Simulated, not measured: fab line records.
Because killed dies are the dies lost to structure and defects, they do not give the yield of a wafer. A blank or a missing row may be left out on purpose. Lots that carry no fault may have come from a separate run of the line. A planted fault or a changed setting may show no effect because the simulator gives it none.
A struck lot beside a sound one + flow sky130 + 45 out of 708 route steps
Sound: wafers L822.2, L822.4, L822.5. Struck: wafer L833.3; the same lot's L833.1 was not struck, so it is left out; see the end for the cause.
At each step with rows: each side's tool, then ch and its chambers, then its first start. Under that, the readings that differ: sound wafers + struck wafers + difference of the means + sigmas: that difference in standard deviations of wafers without a fault.
alike: words and numbers the same on both sides, and readings whose means are apart by under 2 such deviations; not compared: readings that were withheld, readings missing a value for some wafer, numbers with overlapping values and no deviation given by the record, and bounds like >300 which may hide the same value.
Wherever a step has rows on one side only, a row that says differs or no value, or a row with sigmas, the two part there. When numbers do not overlap yet have no deviation, they are printed without sigmas and do not part them. A reading missing from all wafers of one side parts the sides only when that side holds two or more wafers.

SKY_VIA1_CMP_02: polishes SiO2.
  sound on cmp-02 ch 0,1,2, day 34 14:16; struck on cmp-02 ch 1, day 37 08:25
  alike: head_pressure_psi, motor_current_A, slurry_filter_dp_kPa
SKY_VIA1_BOW_MEAS_03:
  struck on film_metro-03, day 37 08:40; sound on film_metro-03, day 34 14:35
  alike: VIA1_BOW
then, 8 steps without rows for these wafers: SKY_VIA1_DEHYDRATE_04 (time 60 s); SKY_VIA1_HMDS_05 (prime time 60 s); SKY_VIA1_COAT_06 (resist thk 60 nm); SKY_VIA1_COAT_07 (resist thk 450 nm); SKY_VIA1_SOFTBAKE_08 (time 90 s); SKY_VIA1_EXPOSE_09 (exposes mask VIM, target cd 150 nm); SKY_VIA1_PEB_10; SKY_VIA1_DEVELOP_11 (develop time 60 s).
SKY_VIA1_CD_MEAS_12: target cd 150 nm.
  struck on cd_sem-02, day 38 11:02; sound on cd_sem-02, day 35 16:15
  alike: cd_nm
SKY_VIA1_OVL_MEAS_13:
  struck on overlay-02, day 38 11:10; sound on overlay-02, day 35 16:21
  alike: VIA1_OVL
SKY_VIA1_ETCH_14: etches BARC in N2/H2, stops on SiO2, time 45.9 s, target depth 60 nm.
  sound on rie_diel-02 ch 0,1, day 35 16:23; struck on rie_diel-02 ch 3, day 38 11:12
| reading                                     | sound             | struck | difference | sigmas |
|---------------------------------------------|-------------------|--------|------------|--------|
| oes_product_au (a.u.)                       | 0.853 0.842 0.857 | 0.836  | -0.015     | -3     |
| model.KrF-thick_of_VIA1_COAT_07.thk_nm (nm) | 392.1 392.8 393.7 | 402.8  | +9.9       |        |
| model.etch.depth_nm (nm)                    | 59.91 59.77 59.86 | 58.25  | -1.60      |        |
  alike: drypump_motor_current_A, throttle_valve_pct
  not compared: rf_hours_counter_h
SKY_VIA1_ETCH_15: etches SiO2 in C4F8/O2/Ar, stops on TiN, target depth 351 nm, time 54 s.
  sound on rie_diel-02 ch 0,1, day 35 16:26; struck on rie_diel-02 ch 3, day 38 11:14
| reading                                     | sound             | struck | difference | sigmas |
|---------------------------------------------|-------------------|--------|------------|--------|
| model.KrF-thick_of_VIA1_COAT_07.thk_nm (nm) | 321.7 323.3 324.8 | 333.3  | +10.0      |        |
  alike: oes_product_au
  not compared: rf_hours_counter_h
SKY_VIA1_STRIP_16: strips in O2/N2.
  sound on plasma_asher-01 ch 0,1, day 35 16:28; struck on plasma_asher-01 ch 1, day 38 11:17
| reading                      | sound             | struck | difference | sigmas |
|------------------------------|-------------------|--------|------------|--------|
| strip_time_to_endpoint_s (s) | 4.435 4.451 4.489 | 4.592  | +0.134     | +7     |
  alike: drypump_motor_current_A, oes_product_au
  not compared: rf_hours_counter_h
then, 5 steps without rows for these wafers: SKY_VIA1_STRIP_17 (strips in post etch residue remover, time 1200 s); SKY_VIA1_CLEAN_18 (cleans in IPA, time 180 s); SKY_VIA1_CLEAN_19 (cleans in O3/DIW); SKY_VIA1_SPUTTER_20 (material TiN, target thk 20 nm, time 80 s); SKY_VIA1_CVD_21 (deposits W, target thk 270 nm, time 80.902 s).
SKY_VIA1_RS_MEAS_22: uses a four-point probe to measure.
  struck on film_metro-04, day 38 12:08; sound on film_metro-02, day 35 17:14
  alike: VIA1_W_RS
SKY_VIA1_THK_MEAS_23: measures by xrf.
  struck on film_metro-04, day 38 12:15; sound on film_metro-02, day 35 17:21
  alike: VIA1_W_THK
SKY_VIA1_CMP_24: polishes, stops on SiO2, t overpolish 15 s, target thk 0 nm.
  sound on cmp-01 ch 1,3, day 35 17:27; struck on cmp-01 ch 3, day 38 12:22
  alike: head_pressure_psi, motor_current_A, overpolish_run_s, slurry_filter_dp_kPa, time_to_endpoint_s
then, 1 step without rows for these wafers: SKY_METAL2_SPUTTER_00 (material Ti, target thk 15 nm, time 10 s).
SKY_METAL2_SPUTTER_01: material TiN, target thk 20 nm, time 16.7 s.
  struck on pvd_sputter-04, day 38 12:38; sound on pvd_sputter-04, day 35 17:43
| reading                | sound          | struck | difference | sigmas |
|------------------------|----------------|--------|------------|--------|
| throttle_valve_pct (%) | 31.5 32.4 31.1 | 28.7   | -3.0       | -2     |
SKY_METAL2_SPUTTER_02: material AlCu, target thk 250 nm, time 13.3 s.
  struck on pvd_sputter-04, day 38 12:39; sound on pvd_sputter-04, day 35 17:45
| reading                | sound          | struck | difference | sigmas |
|------------------------|----------------|--------|------------|--------|
| throttle_valve_pct (%) | 31.1 32.2 31.2 | 28.5   | -3.0       | -2     |
then, 2 steps without rows for these wafers: SKY_METAL2_SPUTTER_03 (material Ti, target thk 5 nm, time 3.3 s); SKY_METAL2_SPUTTER_04 (material TiN, target thk 70 nm, time 58.3 s).
SKY_METAL2_RS_MEAS_05: uses a four-point probe to measure.
  struck on film_metro-04, day 38 12:45; sound on film_metro-01, day 35 17:52
  alike: METAL2_ALCU_RS
SKY_METAL2_THK_MEAS_06: measures by xrf.
  struck on film_metro-04, day 38 12:52; sound on film_metro-01, day 35 17:58
  alike: METAL2_ALCU_THK
then, 8 steps without rows for these wafers: SKY_METAL2_DEHYDRATE_07 (time 60 s); SKY_METAL2_HMDS_08 (prime time 60 s); SKY_METAL2_COAT_09 (resist thk 60 nm); SKY_METAL2_COAT_10 (resist thk 450 nm); SKY_METAL2_SOFTBAKE_11 (time 90 s); SKY_METAL2_EXPOSE_12 (exposes mask MM2, target cd 140 nm); SKY_METAL2_PEB_13; SKY_METAL2_DEVELOP_14 (develop time 60 s).
SKY_METAL2_CD_MEAS_15: target cd 140 nm.
  struck on cd_sem-02, day 39 12:52; sound on cd_sem-02, day 36 19:49
  alike: cd_nm
SKY_METAL2_OVL_MEAS_16:
  struck on overlay-02, day 39 12:59; sound on overlay-01, day 36 19:55
  alike: METAL2_OVL
SKY_METAL2_DESCUM_17: chemistry O2, time 8 s.
  sound on rie_metal-04 ch 0,1, day 36 19:56; struck on rie_metal-04 ch 1, day 39 13:01
  alike: drypump_motor_current_A, oes_product_au
  not compared: rf_hours_counter_h
then, 1 step without rows for these wafers: SKY_METAL2_ETCH_18 (etches BARC in N2/H2, stops on SiO2, time 45.9 s, target depth 60 nm).
-- the record jumps here: 3 days lie between the struck wafers' starts before and after (it left off in module METAL2 and takes up again in module VIA3, whose first step shown is number 576 of the route) --
SKY_VIA3_BOW_MEAS_03:
  struck on film_metro-03, day 42 17:29; sound on film_metro-04, day 40 04:46
  not compared: hold, VIA3_BOW
SKY_VIA3_DEHYDRATE_04: time 60 s.
  sound on litho_track-01 ch 0, day 40 15:56; struck on litho_track-02 ch 0, day 43 04:26
| reading | sound | struck                   | difference                   | sigmas |
|---------|-------|--------------------------|------------------------------|--------|
| hold    | - - - | await_dispo/3.8h/release | no value on the sound wafers |        |
  alike: exhaust_pa
-- the record jumps here: 6 days lie between the struck wafers' starts before and after (it left off in module VIA3 and takes up again in module PAD_OPEN, whose first step shown is number 708 of the route) --
SKY_PAD_OPEN_PROBE_99:
  only the struck wafers here have rows in the record (prober-01, day 49 03:53); the sound ones have none

WHERE THEY PART
First at SKY_VIA1_ETCH_14; last, within this record, at SKY_PAD_OPEN_PROBE_99.

WHY: what the simulator had put in
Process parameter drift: rie_diel-02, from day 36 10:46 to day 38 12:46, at SKY_VIA1_ETCH_14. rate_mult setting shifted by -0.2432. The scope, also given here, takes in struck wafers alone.
